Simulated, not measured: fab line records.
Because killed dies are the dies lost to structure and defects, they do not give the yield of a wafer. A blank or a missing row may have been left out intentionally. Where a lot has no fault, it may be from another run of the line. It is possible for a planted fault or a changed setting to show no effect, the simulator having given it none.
Which of the tools did it? | flow gf180mcu | 42 wafers from 14 lots sampled at 5 of the route's 602 steps

== WHAT THE GAUGES SHOWED, per wafer ==
GF_VT_IMPLANT_OVL_MEAS_29. Usual: VT_IMPLANT_02_OVL -0.6 nm, standard deviation 1.1.
lot  | measured     | on         | VT_IMPLANT_02_OVL (nm) | flag
L297 | day 6 22:48  | overlay-01 | 0.1 -0.1 -1.3          | 
L299 | day 7 08:57  | overlay-01 | -0.4 -2.2 -1.5         | 
L300 | day 7 18:52  | overlay-02 | -0.9 0.7 -1.4          | 
L301 | day 7 22:55  | overlay-01 | 1.0 1.4 0.2            | 
L302 | day 8 05:07  | overlay-01 | -0.5 1.7 -1.6          | 
L304 | day 8 19:40  | overlay-02 | -0.5 -1.1 -1.1         | 
L305 | day 9 00:27  | overlay-01 | -2.7 -1.3 -2.7         | 
L306 | day 9 07:04  | overlay-01 | -1.3 0.3 -0.9          | 
L307 | day 9 14:46  | overlay-02 | -0.6 1.3 0.3           | 
L308 | day 9 20:40  | overlay-02 | -0.6 -0.5 0.4          | 
L309 | day 10 02:55 | overlay-02 | -2.7 -2.2 -1.3         | 
L312 | day 10 22:48 | overlay-01 | 0.9 1.1 -1.2           | 
L316 | day 12 01:52 | overlay-01 | -1.5 -1.5 -1.3         | 
L319 | day 12 22:07 | overlay-01 | -1.1 -0.6 1.3          | 

GF_VT_IMPLANT_TW_MEAS_43. Usual: VT_IMPLANT_4_TW 689, standard deviation 5.2.
lot  | measured     | on           | VT_IMPLANT_4_TW | flag
L297 | day 7 14:50  | filmMetro-04 | 698 700 697     | 
L299 | day 8 01:21  | filmMetro-02 | 686 681 686     | 
L300 | day 8 11:30  | filmMetro-02 | 681 688 683     | 
L301 | day 8 15:59  | filmMetro-02 | 689 688 684     | 
L302 | day 8 22:09  | filmMetro-03 | 687 686 688     | 
L304 | day 9 13:15  | filmMetro-03 | 682 685 684     | 
L305 | day 9 17:48  | filmMetro-04 | 697 695 697     | 
L306 | day 10 00:27 | filmMetro-02 | 683 683 681     | 
L307 | day 10 08:48 | filmMetro-02 | 682 684 684     | 
L308 | day 10 15:41 | filmMetro-04 | 694 699 699     | 
L309 | day 10 21:51 | filmMetro-02 | 684 682 682     | 
L312 | day 11 18:00 | filmMetro-04 | 693 691 693     | 
L316 | day 12 21:39 | filmMetro-04 | 693 694 690     | 
L319 | day 13 19:14 | filmMetro-03 | 690 694 689     | 

GF_VT_IMPLANT_RS_MEAS_48: a four-point-probe measurement. Usual: LVPWELL_RS 1194 ohm/sq, standard deviation 3.4.
lot  | measured     | on           | LVPWELL_RS (ohm/sq) | flag
L297 | day 7 15:17  | filmMetro-04 | 1196 1199 1197      | 
L299 | day 8 01:48  | filmMetro-01 | 1199 1199 1200      | 
L300 | day 8 11:58  | filmMetro-02 | 1196 1196 1196      | 
L301 | day 8 16:26  | filmMetro-04 | 1195 1191 1192      | 
L302 | day 8 22:37  | filmMetro-01 | 1194 1195 1194      | 
L304 | day 9 13:43  | filmMetro-02 | 1193 1191 1194      | 
L305 | day 9 18:15  | filmMetro-02 | 1192 1192 1191      | 
L306 | day 10 00:55 | filmMetro-02 | 1189 1191 1186      | 
L307 | day 10 09:15 | filmMetro-01 | 1200 1201 1200      | 
L308 | day 10 16:11 | filmMetro-04 | 1196 1194 1196      | 
L309 | day 10 22:19 | filmMetro-02 | 1187 1194 1196      | 
L312 | day 11 18:27 | filmMetro-02 | 1193 1194 1190      | 
L316 | day 12 22:07 | filmMetro-02 | 1195 1195 1199      | 
L319 | day 13 19:41 | filmMetro-02 | 1188 1192 1194      | 

GF_DUAL_GATE_THK_MEAS_03. Usual: DUAL_GATE_OXIDATION_00_THK 10.84 nm, standard deviation 0.18.
lot  | measured     | on           | DUAL_GATE_OXIDATION_00_THK (nm) | flag
L297 | day 7 17:10  | filmMetro-01 | 10.97 11.17 11.10               | 
L299 | day 8 04:55  | filmMetro-03 | 11.13 11.00 10.97               | 
L300 | day 8 16:06  | filmMetro-01 | 10.90 10.70 10.72               | 
L301 | day 8 19:40  | filmMetro-03 | 10.63 10.41 10.66               | 
L302 | day 9 03:10  | filmMetro-01 | 10.69 10.78 10.67               | 
L304 | day 9 16:02  | filmMetro-03 | 10.78 10.60 10.59               | 
L305 | day 9 20:53  | filmMetro-04 | 10.65 10.63 10.76               | 
L306 | day 10 02:46 | filmMetro-04 | 10.74 10.74 10.90               | 
L307 | day 10 12:13 | filmMetro-03 | 10.97 10.85 10.78               | 
L308 | day 10 18:16 | filmMetro-04 | 10.75 10.79 10.64               | 
L309 | day 11 00:14 | filmMetro-04 | 11.25 11.20 11.13               | 
L312 | day 11 20:25 | filmMetro-04 | 9.17 9.38 9.10                  | OFF
L316 | day 12 23:58 | filmMetro-01 | 9.47 9.46 9.42                  | OFF
L319 | day 13 22:23 | filmMetro-01 | 10.71 10.71 10.95               | 

== WHAT TOOL EACH LOT RAN ON (gives the tool, then ch and the chambers of the sampled wafers, and finally the start) ==
lot  | GF_DUAL_GATE_OXIDATION_02
L297 | furnace-01 ch 0, day 7 15:43
L299 | furnace-01 ch 0, day 8 03:28
L300 | furnace-01 ch 0, day 8 14:38
L301 | furnace-02 ch 0, day 8 18:13
L302 | furnace-01 ch 0, day 9 01:42
L304 | furnace-01 ch 0, day 9 14:35
L305 | furnace-02 ch 0, day 9 19:26
L306 | furnace-02 ch 0, day 10 01:19
L307 | furnace-02 ch 0, day 10 10:46
L308 | furnace-02 ch 0, day 10 16:50
L309 | furnace-02 ch 0, day 10 22:46
L312 | furnace-02 ch 0, day 11 18:58
L316 | furnace-02 ch 0, day 12 22:31
L319 | furnace-01 ch 0, day 13 20:56
- GF_DUAL_GATE_OXIDATION_02: stabilise 600 s, purge 300 s, target thk 10.887 nm.

== AS READ BY THE TOOLS THEMSELVES (means over the sampled wafers that have a number; for cases with no such wafer, the mark the record gives instead) ==
GF_DUAL_GATE_OXIDATION_02. Usual: spikeTcTopC at 913 C, with a standard deviation of 4.8.
lot  | tool       | spikeTcTopC (C) | flag
L297 | furnace-01 | 919             | 
L299 | furnace-01 | 918             | 
L300 | furnace-01 | 918             | 
L301 | furnace-02 | 909             | 
L302 | furnace-01 | 918             | 
L304 | furnace-01 | 919             | 
L305 | furnace-02 | 910             | 
L306 | furnace-02 | 909             | 
L307 | furnace-02 | 909             | 
L308 | furnace-02 | 910             | 
L309 | furnace-02 | 910             | 
L312 | furnace-02 | 910             | 
L316 | furnace-02 | 909             | 
L319 | furnace-01 | 918             | 

== THE ANSWER, worked out from the rows above alone ==
Rule: a lot counts as off when the mean over its wafers that have a number is more than 3 standard deviations away from the usual mean. A lot without any number at a reading at which 4 lots or more have one is off too. All remaining lots with rows at the step are treated as sound. Order of review: gauges by route order, followed by the tools' own readings, for which a lot's mean as printed above is used. The first step at which some lot is off is used, and at that step the reading that is off furthest; a lot without a number counts as furthest.
Off: L312, L316, seen at GF_DUAL_GATE_THK_MEAS_03 (DUAL_GATE_OXIDATION_00_THK).
A tool fits if, at a process step before that reading, it ran every lot that is off, and no sound lot after the first of them. The gauges at GF_DUAL_GATE_THK_MEAS_03 are tried like those tools. One fits: GF_DUAL_GATE_OXIDATION_02 on furnace-02. Its last sound lot is L309 (day 10 22:46), its first lot that is off L312 (day 11 18:58): a fault that began between those two fits.

== WHAT THE SIMULATOR PUT IN ==
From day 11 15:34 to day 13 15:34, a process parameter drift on furnace-02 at GF_DUAL_GATE_OXIDATION_02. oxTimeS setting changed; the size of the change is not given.
Struck lots among those shown: L312, L316. The rule given above showed the same thing.
